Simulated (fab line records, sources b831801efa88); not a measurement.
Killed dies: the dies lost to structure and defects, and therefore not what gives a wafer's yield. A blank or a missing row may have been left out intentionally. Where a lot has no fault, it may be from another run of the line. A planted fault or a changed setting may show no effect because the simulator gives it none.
fab line records :: flow sfqLine
record:
  lots: 15
  wafers: 45
  lastDay: 88
route steps=325 shown M1@59
lots that met no fault: taken from a fault-free run of the same line
startH: hours from the record's opening day to when the first of the lot's shown wafers began :: waitH: hours since the lot's step before :: " repeats the value in the row above :: L1.1+2: one row covering several wafers at once :: - no value, or no start given :: * or withheld: withheld :: < > ~ a bound
route shown NAME@n: a module of which the file shows steps, and the number in the route of the first :: usual: mean and standard deviation over wafers with no fault :: same: alike in all rows :: chamber/n: place in a boat :: sites: the reading at each site :: _std_site: the standard deviation of these :: _edge_site: outer sites' mean less inner sites' :: radiusMm: how far each site lies from the wafer's centre :: mask NAME#n: copy n :: behind: tool/chamber where the wafer was last shaped :: hold: reason for holding the lot/hours on hold/outcome of the hold :: device: the n, p or np transistor that did not switch :: end of line: the same wafers' tests at the end of the route :: a step without rows: its recipe alone :: killed: count of dies lost to structure and defects at first sort (not the wafer's yield) :: map: shows each die of a wafer: x if killed, . if not, _ if none is there
set.NAME: setting as actually run; set.NAME@STEP: the setting as run at that earlier step :: model.NAME: the simulator's own value behind a step, which no gauge read
steps of the route over a sample of lots; a table a step, a row a wafer
services: the hour from which a tool's chamber was out of use, counted from the record's first day as startH (under 0 if before that day), plus the number of hours and why
== steps ==
step: SFQ_TRILAYER_M1_DEP_SPUTTER_037
recipe:
  material: Nb
  basePressurePa: 1.33e-06
  chamberPressurePa: 0.1333
  substrateTempC: 20
  resputterCathodeVoltageV: 400
  targetThkNm: 200
  powerW: 2000
  timeS: 133.3
usual:
  basePressurePa: 1.32e-06/8.5e-08
  cathodeDcPowerW: 2000.1/0.33
  throttleValvePct: 30.0/0.76
lot.wafer: L197.1
tool: pvdSputter-05
chamber: -
startH: 392.73
waitH: 0.0
basePressurePa: 1.45e-06
cathodeDcPowerW: 2000.6
throttleValvePct: 28.9

lot.wafer: L197.4
tool: pvdSputter-05
chamber: -
startH: 392.73
waitH: 0.0
basePressurePa: 1.31e-06
cathodeDcPowerW: 2000.2
throttleValvePct: 29.9

lot.wafer: L197.5
tool: pvdSputter-05
chamber: -
startH: 392.73
waitH: 0.0
basePressurePa: 1.36e-06
cathodeDcPowerW: 2000.0
throttleValvePct: 30.5

lot.wafer: L199.3
tool: pvdSputter-06
chamber: -
startH: 415.70
waitH: 0.0
basePressurePa: 1.49e-06
cathodeDcPowerW: 1999.7
throttleValvePct: 31.2

lot.wafer: L199.5
tool: pvdSputter-06
chamber: -
startH: 415.70
waitH: 0.0
basePressurePa: 1.42e-06
cathodeDcPowerW: 2000.2
throttleValvePct: 30.3

lot.wafer: L199.6
tool: pvdSputter-06
chamber: -
startH: 415.70
waitH: 0.0
basePressurePa: 1.38e-06
cathodeDcPowerW: 2000.1
throttleValvePct: 30.9

lot.wafer: L200.3
tool: pvdSputter-06
chamber: -
startH: 433.31
waitH: 0.0
basePressurePa: 1.54e-06
cathodeDcPowerW: 1999.9
throttleValvePct: 30.5

lot.wafer: L200.4
tool: pvdSputter-06
chamber: -
startH: 433.31
waitH: 0.0
basePressurePa: 1.32e-06
cathodeDcPowerW: 2000.0
throttleValvePct: 30.4

lot.wafer: L200.6
tool: pvdSputter-06
chamber: -
startH: 433.31
waitH: 0.0
basePressurePa: 1.1e-06
cathodeDcPowerW: 2000.0
throttleValvePct: 30.9

lot.wafer: L203.1
tool: pvdSputter-03
chamber: -
startH: 463.17
waitH: 0.0
basePressurePa: 1.27e-06
cathodeDcPowerW: 2000.2
throttleValvePct: 29.5

lot.wafer: L203.3
tool: pvdSputter-03
chamber: -
startH: 463.17
waitH: 0.0
basePressurePa: 1.39e-06
cathodeDcPowerW: 2000.2
throttleValvePct: 29.3

lot.wafer: L203.5
tool: pvdSputter-03
chamber: -
startH: 463.17
waitH: 0.0
basePressurePa: 1.28e-06
cathodeDcPowerW: 2000.2
throttleValvePct: 30.3

lot.wafer: L204.1
tool: pvdSputter-05
chamber: -
startH: 480.09
waitH: 0.0
basePressurePa: 1.25e-06
cathodeDcPowerW: 2000.0
throttleValvePct: 30.1

lot.wafer: L204.2
tool: pvdSputter-05
chamber: -
startH: 480.09
waitH: 0.0
basePressurePa: 1.16e-06
cathodeDcPowerW: 2000.0
throttleValvePct: 28.9

lot.wafer: L204.6
tool: pvdSputter-05
chamber: -
startH: 480.09
waitH: 0.0
basePressurePa: 1.27e-06
cathodeDcPowerW: 2000.0
throttleValvePct: 29.3

lot.wafer: L205.1
tool: pvdSputter-05
chamber: -
startH: 494.49
waitH: 0.0
basePressurePa: 1.34e-06
cathodeDcPowerW: 1999.9
throttleValvePct: 30.0

lot.wafer: L205.3
tool: pvdSputter-05
chamber: -
startH: 494.49
waitH: 0.0
basePressurePa: 1.39e-06
cathodeDcPowerW: 2000.2
throttleValvePct: 29.3

lot.wafer: L205.5
tool: pvdSputter-05
chamber: -
startH: 494.49
waitH: 0.0
basePressurePa: 1.23e-06
cathodeDcPowerW: 2000.2
throttleValvePct: 30.3

lot.wafer: L206.3
tool: pvdSputter-03
chamber: -
startH: 497.49
waitH: 0.0
basePressurePa: -
cathodeDcPowerW: -
throttleValvePct: -

lot.wafer: L206.4
tool: pvdSputter-03
chamber: -
startH: 497.49
waitH: 0.0
basePressurePa: -
cathodeDcPowerW: -
throttleValvePct: -

lot.wafer: L206.6
tool: pvdSputter-03
chamber: -
startH: 497.49
waitH: 0.0
basePressurePa: -
cathodeDcPowerW: -
throttleValvePct: -

lot.wafer: L207.1
tool: pvdSputter-06
chamber: -
startH: 502.29
waitH: 0.0
basePressurePa: -
cathodeDcPowerW: -
throttleValvePct: -

lot.wafer: L207.5
tool: pvdSputter-06
chamber: -
startH: 502.29
waitH: 0.0
basePressurePa: -
cathodeDcPowerW: -
throttleValvePct: -

lot.wafer: L207.6
tool: pvdSputter-06
chamber: -
startH: 502.29
waitH: 0.0
basePressurePa: -
cathodeDcPowerW: -
throttleValvePct: -

lot.wafer: L208.3
tool: pvdSputter-05
chamber: -
startH: 517.54
waitH: 0.0
basePressurePa: -
cathodeDcPowerW: -
throttleValvePct: -

lot.wafer: L208.4
tool: pvdSputter-05
chamber: -
startH: 517.54
waitH: 0.0
basePressurePa: -
cathodeDcPowerW: -
throttleValvePct: -

lot.wafer: L208.6
tool: pvdSputter-05
chamber: -
startH: 517.54
waitH: 0.0
basePressurePa: -
cathodeDcPowerW: -
throttleValvePct: -

lot.wafer: L214.1
tool: pvdSputter-03
chamber: -
startH: 576.49
waitH: 0.0
basePressurePa: 1.23e-06
cathodeDcPowerW: 2000.2
throttleValvePct: 29.9

lot.wafer: L214.2
tool: pvdSputter-03
chamber: -
startH: 576.49
waitH: 0.0
basePressurePa: 1.32e-06
cathodeDcPowerW: 2000.2
throttleValvePct: 30.4

lot.wafer: L214.4
tool: pvdSputter-03
chamber: -
startH: 576.49
waitH: 0.0
basePressurePa: 1.26e-06
cathodeDcPowerW: 1999.9
throttleValvePct: 29.3

lot.wafer: L215.2
tool: pvdSputter-03
chamber: -
startH: 590.17
waitH: 0.0
basePressurePa: 1.42e-06
cathodeDcPowerW: 2000.1
throttleValvePct: 30.5

lot.wafer: L215.3
tool: pvdSputter-03
chamber: -
startH: 590.17
waitH: 0.0
basePressurePa: 1.43e-06
cathodeDcPowerW: 1999.6
throttleValvePct: 29.7

lot.wafer: L215.6
tool: pvdSputter-03
chamber: -
startH: 590.17
waitH: 0.0
basePressurePa: 1.21e-06
cathodeDcPowerW: 2000.2
throttleValvePct: 30.1

lot.wafer: L216.3
tool: pvdSputter-03
chamber: -
startH: 597.37
waitH: 0.0
basePressurePa: 1.27e-06
cathodeDcPowerW: 2000.2
throttleValvePct: 29.4

lot.wafer: L216.5
tool: pvdSputter-03
chamber: -
startH: 597.37
waitH: 0.0
basePressurePa: 1.31e-06
cathodeDcPowerW: 2000.2
throttleValvePct: 29.2

lot.wafer: L216.6
tool: pvdSputter-03
chamber: -
startH: 597.37
waitH: 0.0
basePressurePa: 1.46e-06
cathodeDcPowerW: 1999.9
throttleValvePct: 29.7

lot.wafer: L217.1
tool: pvdSputter-03
chamber: -
startH: 600.97
waitH: 0.0
basePressurePa: 1.27e-06
cathodeDcPowerW: 2000.1
throttleValvePct: 29.2

lot.wafer: L217.2
tool: pvdSputter-03
chamber: -
startH: 600.97
waitH: 0.0
basePressurePa: 1.32e-06
cathodeDcPowerW: 1999.7
throttleValvePct: 29.4

lot.wafer: L217.5
tool: pvdSputter-03
chamber: -
startH: 600.97
waitH: 0.0
basePressurePa: 1.13e-06
cathodeDcPowerW: 2000.3
throttleValvePct: 29.4

lot.wafer: L219.1
tool: pvdSputter-05
chamber: -
startH: 624.97
waitH: 0.0
basePressurePa: 1.47e-06
cathodeDcPowerW: 2000.2
throttleValvePct: 28.5

lot.wafer: L219.2
tool: pvdSputter-05
chamber: -
startH: 624.97
waitH: 0.0
basePressurePa: 1.32e-06
cathodeDcPowerW: 1999.8
throttleValvePct: 29.3

lot.wafer: L219.4
tool: pvdSputter-05
chamber: -
startH: 624.97
waitH: 0.0
basePressurePa: 1.37e-06
cathodeDcPowerW: 2000.1
throttleValvePct: 30.2

lot.wafer: L220.1
tool: pvdSputter-05
chamber: -
startH: 631.49
waitH: 0.0
basePressurePa: 1.28e-06
cathodeDcPowerW: 2000.3
throttleValvePct: 29.8

lot.wafer: L220.2
tool: pvdSputter-05
chamber: -
startH: 631.49
waitH: 0.0
basePressurePa: 1.21e-06
cathodeDcPowerW: 1999.8
throttleValvePct: 28.4

lot.wafer: L220.5
tool: pvdSputter-05
chamber: -
startH: 631.49
waitH: 0.0
basePressurePa: 1.27e-06
cathodeDcPowerW: 2000.1
throttleValvePct: 28.6
step: SFQ_M1_RS_MEAS_909
recipe:
  thkMeasGauge: four-point-probe
  reads: Nb_of_TRILAYER_M1_DEP_SPUTTER_037
usual:
  M1_NB_RS: 0.891/0.0085
lot.wafer: L197.1
tool: filmMetro-03
chamber: -
startH: 392.83
waitH: 0.0
M1_NB_RS[ohm/sq]: 0.909

lot.wafer: L197.4
tool: filmMetro-03
chamber: -
startH: 392.83
waitH: 0.0
M1_NB_RS[ohm/sq]: 0.895

lot.wafer: L197.5
tool: filmMetro-03
chamber: -
startH: 392.83
waitH: 0.0
M1_NB_RS[ohm/sq]: 0.897

lot.wafer: L199.3
tool: filmMetro-02
chamber: -
startH: 415.83
waitH: 0.1
M1_NB_RS[ohm/sq]: 0.902

lot.wafer: L199.5
tool: filmMetro-02
chamber: -
startH: 415.83
waitH: 0.1
M1_NB_RS[ohm/sq]: 0.900

lot.wafer: L199.6
tool: filmMetro-02
chamber: -
startH: 415.83
waitH: 0.1
M1_NB_RS[ohm/sq]: 0.901

lot.wafer: L200.3
tool: filmMetro-03
chamber: -
startH: 433.44
waitH: 0.1
M1_NB_RS[ohm/sq]: 0.891

lot.wafer: L200.4
tool: filmMetro-03
chamber: -
startH: 433.44
waitH: 0.1
M1_NB_RS[ohm/sq]: 0.882

lot.wafer: L200.6
tool: filmMetro-03
chamber: -
startH: 433.44
waitH: 0.1
M1_NB_RS[ohm/sq]: 0.891

lot.wafer: L203.1
tool: filmMetro-01
chamber: -
startH: 463.26
waitH: 0.0
M1_NB_RS[ohm/sq]: 0.883

lot.wafer: L203.3
tool: filmMetro-01
chamber: -
startH: 463.26
waitH: 0.0
M1_NB_RS[ohm/sq]: 0.884

lot.wafer: L203.5
tool: filmMetro-01
chamber: -
startH: 463.26
waitH: 0.0
M1_NB_RS[ohm/sq]: 0.879

lot.wafer: L204.1
tool: filmMetro-03
chamber: -
startH: 480.19
waitH: 0.0
M1_NB_RS[ohm/sq]: 0.885

lot.wafer: L204.2
tool: filmMetro-03
chamber: -
startH: 480.19
waitH: 0.0
M1_NB_RS[ohm/sq]: 0.892

lot.wafer: L204.6
tool: filmMetro-03
chamber: -
startH: 480.19
waitH: 0.0
M1_NB_RS[ohm/sq]: 0.890

lot.wafer: L205.1
tool: filmMetro-01
chamber: -
startH: 494.59
waitH: 0.0
M1_NB_RS[ohm/sq]: 0.887

lot.wafer: L205.3
tool: filmMetro-01
chamber: -
startH: 494.59
waitH: 0.0
M1_NB_RS[ohm/sq]: 0.901

lot.wafer: L205.5
tool: filmMetro-01
chamber: -
startH: 494.59
waitH: 0.0
M1_NB_RS[ohm/sq]: 0.888

lot.wafer: L206.3
tool: filmMetro-02
chamber: -
startH: 497.63
waitH: 0.1
M1_NB_RS[ohm/sq]: -

lot.wafer: L206.4
tool: filmMetro-02
chamber: -
startH: 497.63
waitH: 0.1
M1_NB_RS[ohm/sq]: -

lot.wafer: L206.6
tool: filmMetro-02
chamber: -
startH: 497.63
waitH: 0.1
M1_NB_RS[ohm/sq]: -

lot.wafer: L207.1
tool: filmMetro-01
chamber: -
startH: 502.39
waitH: 0.0
M1_NB_RS[ohm/sq]: -

lot.wafer: L207.5
tool: filmMetro-01
chamber: -
startH: 502.39
waitH: 0.0
M1_NB_RS[ohm/sq]: -

lot.wafer: L207.6
tool: filmMetro-01
chamber: -
startH: 502.39
waitH: 0.0
M1_NB_RS[ohm/sq]: -

lot.wafer: L208.3
tool: filmMetro-03
chamber: -
startH: 517.68
waitH: 0.1
M1_NB_RS[ohm/sq]: -

lot.wafer: L208.4
tool: filmMetro-03
chamber: -
startH: 517.68
waitH: 0.1
M1_NB_RS[ohm/sq]: -

lot.wafer: L208.6
tool: filmMetro-03
chamber: -
startH: 517.68
waitH: 0.1
M1_NB_RS[ohm/sq]: -

lot.wafer: L214.1
tool: filmMetro-01
chamber: -
startH: 576.59
waitH: 0.0
M1_NB_RS[ohm/sq]: 0.890

lot.wafer: L214.2
tool: filmMetro-01
chamber: -
startH: 576.59
waitH: 0.0
M1_NB_RS[ohm/sq]: 0.888

lot.wafer: L214.4
tool: filmMetro-01
chamber: -
startH: 576.59
waitH: 0.0
M1_NB_RS[ohm/sq]: 0.895

lot.wafer: L215.2
tool: filmMetro-01
chamber: -
startH: 590.28
waitH: 0.1
M1_NB_RS[ohm/sq]: 0.893

lot.wafer: L215.3
tool: filmMetro-01
chamber: -
startH: 590.28
waitH: 0.1
M1_NB_RS[ohm/sq]: 0.888

lot.wafer: L215.6
tool: filmMetro-01
chamber: -
startH: 590.28
waitH: 0.1
M1_NB_RS[ohm/sq]: 0.893

lot.wafer: L216.3
tool: filmMetro-01
chamber: -
startH: 597.50
waitH: 0.1
M1_NB_RS[ohm/sq]: 0.881

lot.wafer: L216.5
tool: filmMetro-01
chamber: -
startH: 597.50
waitH: 0.1
M1_NB_RS[ohm/sq]: 0.877

lot.wafer: L216.6
tool: filmMetro-01
chamber: -
startH: 597.50
waitH: 0.1
M1_NB_RS[ohm/sq]: 0.876

lot.wafer: L217.1
tool: filmMetro-02
chamber: -
startH: 601.06
waitH: 0.0
M1_NB_RS[ohm/sq]: 0.888

lot.wafer: L217.2
tool: filmMetro-02
chamber: -
startH: 601.06
waitH: 0.0
M1_NB_RS[ohm/sq]: 0.879

lot.wafer: L217.5
tool: filmMetro-02
chamber: -
startH: 601.06
waitH: 0.0
M1_NB_RS[ohm/sq]: 0.883

lot.wafer: L219.1
tool: filmMetro-03
chamber: -
startH: 625.06
waitH: 0.0
M1_NB_RS[ohm/sq]: 0.889

lot.wafer: L219.2
tool: filmMetro-03
chamber: -
startH: 625.06
waitH: 0.0
M1_NB_RS[ohm/sq]: 0.886

lot.wafer: L219.4
tool: filmMetro-03
chamber: -
startH: 625.06
waitH: 0.0
M1_NB_RS[ohm/sq]: 0.884

lot.wafer: L220.1
tool: filmMetro-03
chamber: -
startH: 631.59
waitH: 0.0
M1_NB_RS[ohm/sq]: 0.875

lot.wafer: L220.2
tool: filmMetro-03
chamber: -
startH: 631.59
waitH: 0.0
M1_NB_RS[ohm/sq]: 0.894

lot.wafer: L220.5
tool: filmMetro-03
chamber: -
startH: 631.59
waitH: 0.0
M1_NB_RS[ohm/sq]: 0.891
step: SFQ_TRILAYER_M1_ETCH_METAL_ETCH_042
recipe:
  target: Nb
  stopOn: SiO2
  maskMaterial: PR
  chemistry: Cl2/Ar
  targetDepthNm: 240
  icpW: 600
  biasW: 80
  pressureMtorr: 10
  timeS: 120
usual:
  drypumpMotorCurrentA: 5.9/0.3
  oesProductAu: 0.894/0.0068
lot.wafer: L197.1
tool: rieMetal-03
chamber: 1
startH: 549.13
waitH: 0.1
drypumpMotorCurrentA: 6.0
oesProductAu: 0.882
rfHoursCounterH: 74

lot.wafer: L197.4
tool: rieMetal-03
chamber: 1
startH: 549.13
waitH: 0.1
drypumpMotorCurrentA: 6.0
oesProductAu: 0.885
rfHoursCounterH: -

lot.wafer: L197.5
tool: rieMetal-03
chamber: 1
startH: 549.13
waitH: 0.1
drypumpMotorCurrentA: 6.0
oesProductAu: 0.886
rfHoursCounterH: -

lot.wafer: L199.3
tool: rieMetal-01
chamber: 1
startH: 574.44
waitH: 0.1
drypumpMotorCurrentA: 5.6
oesProductAu: 0.882
rfHoursCounterH: -

lot.wafer: L199.5
tool: rieMetal-01
chamber: 0
startH: 574.44
waitH: 0.1
drypumpMotorCurrentA: 5.6
oesProductAu: 0.893
rfHoursCounterH: -

lot.wafer: L199.6
tool: rieMetal-01
chamber: 1
startH: 574.44
waitH: 0.1
drypumpMotorCurrentA: 5.6
oesProductAu: 0.889
rfHoursCounterH: -

lot.wafer: L200.3
tool: rieMetal-01
chamber: 0
startH: 588.12
waitH: 0.1
drypumpMotorCurrentA: 5.6
oesProductAu: 0.894
rfHoursCounterH: -

lot.wafer: L200.4
tool: rieMetal-01
chamber: 1
startH: 588.12
waitH: 0.1
drypumpMotorCurrentA: 5.6
oesProductAu: 0.891
rfHoursCounterH: -

lot.wafer: L200.6
tool: rieMetal-01
chamber: 1
startH: 588.12
waitH: 0.1
drypumpMotorCurrentA: 5.6
oesProductAu: 0.894
rfHoursCounterH: -

lot.wafer: L203.1
tool: rieMetal-01
chamber: 1
startH: 614.47
waitH: 0.0
drypumpMotorCurrentA: 5.6
oesProductAu: 0.903
rfHoursCounterH: 104

lot.wafer: L203.3
tool: rieMetal-01
chamber: 1
startH: 614.47
waitH: 0.0
drypumpMotorCurrentA: 5.6
oesProductAu: 0.899
rfHoursCounterH: -

lot.wafer: L203.5
tool: rieMetal-01
chamber: 0
startH: 614.47
waitH: 0.0
drypumpMotorCurrentA: 5.6
oesProductAu: 0.902
rfHoursCounterH: -

lot.wafer: L204.1
tool: rieMetal-03
chamber: 0
startH: 629.40
waitH: 0.0
drypumpMotorCurrentA: 6.5
oesProductAu: 0.894
rfHoursCounterH: 11

lot.wafer: L204.2
tool: rieMetal-03
chamber: 1
startH: 629.40
waitH: 0.0
drypumpMotorCurrentA: 6.0
oesProductAu: 0.896
rfHoursCounterH: 88

lot.wafer: L204.6
tool: rieMetal-03
chamber: 0
startH: 629.40
waitH: 0.0
drypumpMotorCurrentA: 6.5
oesProductAu: 0.896
rfHoursCounterH: -

lot.wafer: L205.1
tool: rieMetal-01
chamber: 1
startH: 641.00
waitH: 0.0
drypumpMotorCurrentA: 5.6
oesProductAu: 0.892
rfHoursCounterH: 109

lot.wafer: L205.3
tool: rieMetal-01
chamber: 0
startH: 641.00
waitH: 0.0
drypumpMotorCurrentA: 5.6
oesProductAu: 0.892
rfHoursCounterH: -

lot.wafer: L205.5
tool: rieMetal-01
chamber: 0
startH: 641.00
waitH: 0.0
drypumpMotorCurrentA: 5.6
oesProductAu: 0.895
rfHoursCounterH: -

lot.wafer: L206.3
tool: rieMetal-04
chamber: 0
startH: 642.24
waitH: 0.1
drypumpMotorCurrentA: 5.8
oesProductAu: 0.385
rfHoursCounterH: -

lot.wafer: L206.4
tool: rieMetal-04
chamber: 1
startH: 642.24
waitH: 0.1
drypumpMotorCurrentA: 5.9
oesProductAu: 0.381
rfHoursCounterH: -

lot.wafer: L206.6
tool: rieMetal-04
chamber: 0
startH: 642.24
waitH: 0.1
drypumpMotorCurrentA: 5.8
oesProductAu: 0.374
rfHoursCounterH: -

lot.wafer: L207.1
tool: rieMetal-04
chamber: 0
startH: 647.00
waitH: 0.0
drypumpMotorCurrentA: 5.8
oesProductAu: 0.376
rfHoursCounterH: 109

lot.wafer: L207.5
tool: rieMetal-04
chamber: 0
startH: 647.00
waitH: 0.0
drypumpMotorCurrentA: 5.8
oesProductAu: 0.379
rfHoursCounterH: -

lot.wafer: L207.6
tool: rieMetal-04
chamber: 1
startH: 647.00
waitH: 0.0
drypumpMotorCurrentA: 5.9
oesProductAu: 0.376
rfHoursCounterH: -

lot.wafer: L208.3
tool: rieMetal-04
chamber: 0
startH: 655.44
waitH: 0.1
drypumpMotorCurrentA: 5.8
oesProductAu: 0.379
rfHoursCounterH: -

lot.wafer: L208.4
tool: rieMetal-04
chamber: 1
startH: 655.44
waitH: 0.1
drypumpMotorCurrentA: 5.9
oesProductAu: 0.372
rfHoursCounterH: -

lot.wafer: L208.6
tool: rieMetal-04
chamber: 1
startH: 655.44
waitH: 0.1
drypumpMotorCurrentA: 5.9
oesProductAu: 0.374
rfHoursCounterH: -

lot.wafer: L214.1
tool: rieMetal-04
chamber: 0
startH: 703.85
waitH: 0.0
drypumpMotorCurrentA: 5.8
oesProductAu: 0.899
rfHoursCounterH: 117

lot.wafer: L214.2
tool: rieMetal-04
chamber: 1
startH: 703.85
waitH: 0.0
drypumpMotorCurrentA: 5.9
oesProductAu: 0.902
rfHoursCounterH: 105

lot.wafer: L214.4
tool: rieMetal-04
chamber: 0
startH: 703.85
waitH: 0.0
drypumpMotorCurrentA: 5.8
oesProductAu: 0.892
rfHoursCounterH: -

lot.wafer: L215.2
tool: rieMetal-04
chamber: 1
startH: 726.78
waitH: 0.0
drypumpMotorCurrentA: 5.9
oesProductAu: 0.894
rfHoursCounterH: 109

lot.wafer: L215.3
tool: rieMetal-04
chamber: 1
startH: 726.78
waitH: 0.0
drypumpMotorCurrentA: 6.0
oesProductAu: 0.902
rfHoursCounterH: -

lot.wafer: L215.6
tool: rieMetal-04
chamber: 0
startH: 726.78
waitH: 0.0
drypumpMotorCurrentA: 5.8
oesProductAu: 0.896
rfHoursCounterH: -

lot.wafer: L216.3
tool: rieMetal-03
chamber: 0
startH: 736.42
waitH: 0.1
drypumpMotorCurrentA: 6.5
oesProductAu: 0.901
rfHoursCounterH: -

lot.wafer: L216.5
tool: rieMetal-03
chamber: 0
startH: 736.42
waitH: 0.1
drypumpMotorCurrentA: 6.5
oesProductAu: 0.911
rfHoursCounterH: -

lot.wafer: L216.6
tool: rieMetal-03
chamber: 1
startH: 736.42
waitH: 0.1
drypumpMotorCurrentA: 6.0
oesProductAu: 0.921
rfHoursCounterH: -

lot.wafer: L217.1
tool: rieMetal-03
chamber: 0
startH: 742.38
waitH: 0.0
drypumpMotorCurrentA: 6.4
oesProductAu: 0.902
rfHoursCounterH: 26

lot.wafer: L217.2
tool: rieMetal-03
chamber: 1
startH: 742.38
waitH: 0.0
drypumpMotorCurrentA: 6.0
oesProductAu: 0.901
rfHoursCounterH: 98

lot.wafer: L217.5
tool: rieMetal-03
chamber: 1
startH: 742.38
waitH: 0.0
drypumpMotorCurrentA: 6.0
oesProductAu: 0.897
rfHoursCounterH: -

lot.wafer: L219.1
tool: rieMetal-01
chamber: 1
startH: 771.18
waitH: 0.0
drypumpMotorCurrentA: 5.6
oesProductAu: 0.901
rfHoursCounterH: 126

lot.wafer: L219.2
tool: rieMetal-01
chamber: 0
startH: 771.18
waitH: 0.0
drypumpMotorCurrentA: 5.6
oesProductAu: 0.895
rfHoursCounterH: 37

lot.wafer: L219.4
tool: rieMetal-01
chamber: 1
startH: 771.18
waitH: 0.0
drypumpMotorCurrentA: 5.6
oesProductAu: 0.907
rfHoursCounterH: -

lot.wafer: L220.1
tool: rieMetal-03
chamber: 0
startH: 779.58
waitH: 0.0
drypumpMotorCurrentA: 6.4
oesProductAu: 0.901
rfHoursCounterH: 30

lot.wafer: L220.2
tool: rieMetal-03
chamber: 1
startH: 779.58
waitH: 0.0
drypumpMotorCurrentA: 6.0
oesProductAu: 0.886
rfHoursCounterH: 101

lot.wafer: L220.5
tool: rieMetal-03
chamber: 0
startH: 779.58
waitH: 0.0
drypumpMotorCurrentA: 6.4
oesProductAu: 0.891
rfHoursCounterH: -
== services ==
tool: pvdSputter-06
chamber: 0
startH: 435.06
hours: -
kind: consumableReplace:kit

tool: pvdSputter-06
chamber: 0
startH: 435.06
hours: 18.0
kind: scheduledDown

tool: pvdSputter-06
chamber: 0
startH: 435.06
hours: 18.0
kind: ventCycle

tool: rieMetal-04
chamber: 0
startH: 473.65
hours: 6.4
kind: repair

tool: rieMetal-01
chamber: 0
startH: 488.96
hours: -
kind: clean

tool: rieMetal-01
chamber: 0
startH: 488.96
hours: 23.6
kind: scheduledDown

tool: rieMetal-01
chamber: 0
startH: 488.96
hours: 23.6
kind: ventCycle

tool: rieMetal-03
chamber: 0
startH: 543.13
hours: -
kind: clean

tool: rieMetal-03
chamber: 0
startH: 543.13
hours: 17.2
kind: scheduledDown

tool: rieMetal-03
chamber: 0
startH: 543.13
hours: 17.2
kind: ventCycle

tool: pvdSputter-05
chamber: -
startH: 558.87
hours: 0.8
kind: repair

tool: pvdSputter-03
chamber: -
startH: 572.28
hours: 1.9
kind: repair

tool: pvdSputter-05
chamber: -
startH: 575.20
hours: 5.0
kind: repair

tool: pvdSputter-03
chamber: -
startH: 601.08
hours: 5.0
kind: repair

tool: pvdSputter-03
chamber: 2
startH: 606.08
hours: -
kind: consumableReplace:kit

tool: pvdSputter-03
chamber: 2
startH: 606.08
hours: 18.0
kind: scheduledDown

tool: pvdSputter-03
chamber: 2
startH: 606.08
hours: 18.0
kind: ventCycle

tool: rieMetal-04
chamber: -
startH: 623.98
hours: 1.4
kind: pm

tool: pvdSputter-05
chamber: -
startH: 648.84
hours: 1.4
kind: repair

tool: rieMetal-03
chamber: 1
startH: 698.95
hours: 24.6
kind: repair

tool: pvdSputter-05
chamber: -
startH: 738.11
hours: 7.3
kind: repair

tool: pvdSputter-03
chamber: -
startH: 762.99
hours: 2.6
kind: repair
== key ==
firstSign:
  step: SFQ_TRILAYER_M1_DEP_SPUTTER_037
  reading: toolRecord
  direction: missing
effect:
  step: SFQ_M1_RS_MEAS_909
  reading: M1_NB_RS
  direction: missing
effect:
  step: SFQ_TRILAYER_M1_ETCH_METAL_ETCH_042
  reading: oesProductAu
  direction: down
  sigmas: 76
  usual: 0.894
  struck: 0.377
metAt SFQ_TRILAYER_M1_DEP_SPUTTER_037
struckLots L206,L207,L208
onsetBetween 494.49 497.49
fault:
  kind: skippedStepWhole
  tool: pvdSputter-03,pvdSputter-05,pvdSputter-06
  chamber: -
  onsetH: 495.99
  steps: SFQ_TRILAYER_M1_DEP_SPUTTER_037
  scope: struckLotsOnly
